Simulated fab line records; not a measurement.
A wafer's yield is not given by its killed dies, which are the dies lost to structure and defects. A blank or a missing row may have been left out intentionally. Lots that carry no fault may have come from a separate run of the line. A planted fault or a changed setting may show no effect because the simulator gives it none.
Which tool did it? -- flow gf180mcu -- Sampling: 12 lots, 36 wafers, 6 of 602 route steps

WHAT EACH GAUGE READ, for each wafer
GF_M3_THK_MEAS_06: measures by xrf. Usual: M3_ALCU_THK typically reads 451 nm, with standard deviation 5.2.
lot,measured,on,M3_ALCU_THK (nm),flag
L112,day 20 21:32,film_metro-03,461 462 458,
L113,day 21 04:43,film_metro-03,441 456 446,
L115,day 21 21:33,film_metro-02,452 454 453,
L119,day 23 09:04,film_metro-04,439 443 449,
L120,day 23 12:13,film_metro-02,439 446 441,
L124,day 25 05:42,film_metro-04,454 453 463,
L129,day 26 19:34,film_metro-03,456 458 452,
L130,day 27 04:11,film_metro-03,450 449 460,
L131,day 27 11:04,film_metro-02,452 444 443,
L132,day 27 19:16,film_metro-03,446 451 440,
L133,day 27 21:27,film_metro-03,448 460 450,
L134,day 28 06:57,film_metro-03,444 446 448,

GF_V3_RS_MEAS_24: the measuring method here is four-point-probe. Usual: V3_W_RS typically reads 0.329 ohm/sq, with standard deviation 0.0041.
lot,measured,on,V3_W_RS (ohm/sq),flag
L112,day 22 23:07,film_metro-04,0.335 0.330 0.328,
L113,day 23 06:31,film_metro-01,0.328 0.332 0.328,
L115,day 23 22:18,film_metro-04,0.329 0.327 0.327,
L119,day 25 08:04,film_metro-03,0.372 0.372 0.331,OFF
L120,day 25 09:57,film_metro-03,0.367 0.366 0.328,OFF
L124,day 27 01:36,film_metro-03,0.330 0.334 0.332,
L129,day 28 14:39,film_metro-04,0.322 0.330 0.323,
L130,day 28 22:32,film_metro-04,0.326 0.321 0.325,
L131,day 29 05:23,film_metro-01,0.327 0.330 0.330,
L132,day 29 12:01,film_metro-04,0.325 0.329 0.324,
L133,day 29 14:55,film_metro-01,0.330 0.335 0.329,
L134,day 29 22:59,film_metro-03,0.341 0.334 0.342,

GF_V3_THK_MEAS_25: measures by xrf. Usual: V3_W_THK typically reads 343 nm, with standard deviation 4.6.
lot,measured,on,V3_W_THK (nm),flag
L112,day 22 23:14,film_metro-04,338 343 345,
L113,day 23 06:38,film_metro-01,348 344 345,
L115,day 23 22:25,film_metro-04,343 344 344,
L119,day 25 08:10,film_metro-03,306 307 344,OFF
L120,day 25 10:04,film_metro-03,313 314 349,OFF
L124,day 27 01:43,film_metro-03,340 335 340,
L129,day 28 14:46,film_metro-04,351 341 351,
L130,day 28 22:38,film_metro-04,347 352 347,
L131,day 29 05:31,film_metro-01,343 341 340,
L132,day 29 12:06,film_metro-04,347 341 346,
L133,day 29 15:01,film_metro-01,341 333 342,
L134,day 29 23:07,film_metro-03,338 340 333,

WHICH TOOL RAN EACH LOT (tool, then ch and the chambers of the sampled wafers, then the start)
lot,GF_M3_SPUTTER_01,GF_M3_SPUTTER_04,GF_V3_CVD_23
L112,"pvd_sputter-01, day 20 21:18","pvd_sputter-01, day 20 21:23","cvd_w-02 ch 1, day 22 23:01"
L113,"pvd_sputter-02, day 21 04:28","pvd_sputter-02, day 21 04:33","cvd_w-01 ch 0,1, day 23 06:23"
L115,"pvd_sputter-01, day 21 21:19","pvd_sputter-01, day 21 21:23","cvd_w-02 ch 0,1, day 23 22:11"
L119,"pvd_sputter-03, day 23 08:49","pvd_sputter-03, day 23 08:53","cvd_w-01 ch 0,1, day 25 07:58"
L120,"pvd_sputter-01, day 23 11:58","pvd_sputter-01, day 23 12:03","cvd_w-01 ch 0,1, day 25 09:49"
L124,"pvd_sputter-01, day 25 05:27","pvd_sputter-01, day 25 05:32","cvd_w-02 ch 0,1, day 27 01:28"
L129,"pvd_sputter-01, day 26 19:19","pvd_sputter-01, day 26 19:23","cvd_w-01 ch 0,1, day 28 14:31"
L130,"pvd_sputter-01, day 27 03:56","pvd_sputter-01, day 27 04:01","cvd_w-01 ch 0,1, day 28 22:24"
L131,"pvd_sputter-02, day 27 10:49","pvd_sputter-02, day 27 10:54","cvd_w-01 ch 0,1, day 29 05:17"
L132,"pvd_sputter-03, day 27 19:00","pvd_sputter-03, day 27 19:05","cvd_w-01 ch 0,1, day 29 11:53"
L133,"pvd_sputter-03, day 27 21:12","pvd_sputter-03, day 27 21:17","cvd_w-02 ch 0,1, day 29 14:47"
L134,"pvd_sputter-02, day 28 06:43","pvd_sputter-02, day 28 06:47","cvd_w-02 ch 0,1, day 29 22:53"
- GF_M3_SPUTTER_01: material TiN, target thk 30 nm, time 25 s.
- GF_M3_SPUTTER_04: material TiN, target thk 50 nm, time 41.7 s.
- GF_V3_CVD_23: deposits W, target thk 350 nm, time 104.9 s.

AS READ BY THE TOOLS THEMSELVES (means over the sampled wafers that have a number; for cases with no such wafer, the mark the record gives instead)
GF_M3_SPUTTER_01. Usual: throttle_valve_pct reads 30.0 % (standard deviation 1).
lot,tool,throttle_valve_pct (%),flag
L112,pvd_sputter-01,29.0,
L113,pvd_sputter-02,31.1,
L115,pvd_sputter-01,30.2,
L119,pvd_sputter-03,29.4,
L120,pvd_sputter-01,30.7,
L124,pvd_sputter-01,29.7,
L129,pvd_sputter-01,30.6,
L130,pvd_sputter-01,30.6,
L131,pvd_sputter-02,29.5,
L132,pvd_sputter-03,30.4,
L133,pvd_sputter-03,30.2,
L134,pvd_sputter-02,31.4,

GF_M3_SPUTTER_04. Usual: throttle_valve_pct reads 30.0 % (standard deviation 1).
lot,tool,throttle_valve_pct (%),flag
L112,pvd_sputter-01,29.1,
L113,pvd_sputter-02,31.2,
L115,pvd_sputter-01,30.2,
L119,pvd_sputter-03,29.3,
L120,pvd_sputter-01,30.9,
L124,pvd_sputter-01,29.9,
L129,pvd_sputter-01,30.6,
L130,pvd_sputter-01,30.6,
L131,pvd_sputter-02,29.6,
L132,pvd_sputter-03,30.4,
L133,pvd_sputter-03,30.1,
L134,pvd_sputter-02,31.2,

GF_V3_CVD_23. Usual: heater_power_w reads 828 W (standard deviation 100).
lot,tool,heater_power_w (W),flag
L112,cvd_w-02,755,
L113,cvd_w-01,790,
L115,cvd_w-02,921,
L119,cvd_w-01,786,
L120,cvd_w-01,787,
L124,cvd_w-02,827,
L129,cvd_w-01,790,
L130,cvd_w-01,782,
L131,cvd_w-01,775,
L132,cvd_w-01,781,
L133,cvd_w-02,921,
L134,cvd_w-02,946,

THE ANSWER, worked out from the rows above alone
Rule: take the mean of a lot's wafers that have a number; if it is more than 3 standard deviations from the usual mean, the lot is off. A lot without any number at a reading at which 4 lots or more have one is off too. All remaining lots with rows at the step are treated as sound. Order of review: gauges by route order, followed by the tools' own readings, for which a lot's mean as printed above is used. The first step at which some lot is off is used, and at that step the reading that is off furthest; a lot without a number counts as furthest.
Off: L119, L120, seen at GF_V3_RS_MEAS_24 (V3_W_RS).
A tool fits if, at a process step before that reading, it ran every lot that is off, and no sound lot after the first of them. The gauges at GF_V3_RS_MEAS_24 are tried like those tools. No candidate that was tried fits.

WHAT THE SIMULATOR HAD INSERTED
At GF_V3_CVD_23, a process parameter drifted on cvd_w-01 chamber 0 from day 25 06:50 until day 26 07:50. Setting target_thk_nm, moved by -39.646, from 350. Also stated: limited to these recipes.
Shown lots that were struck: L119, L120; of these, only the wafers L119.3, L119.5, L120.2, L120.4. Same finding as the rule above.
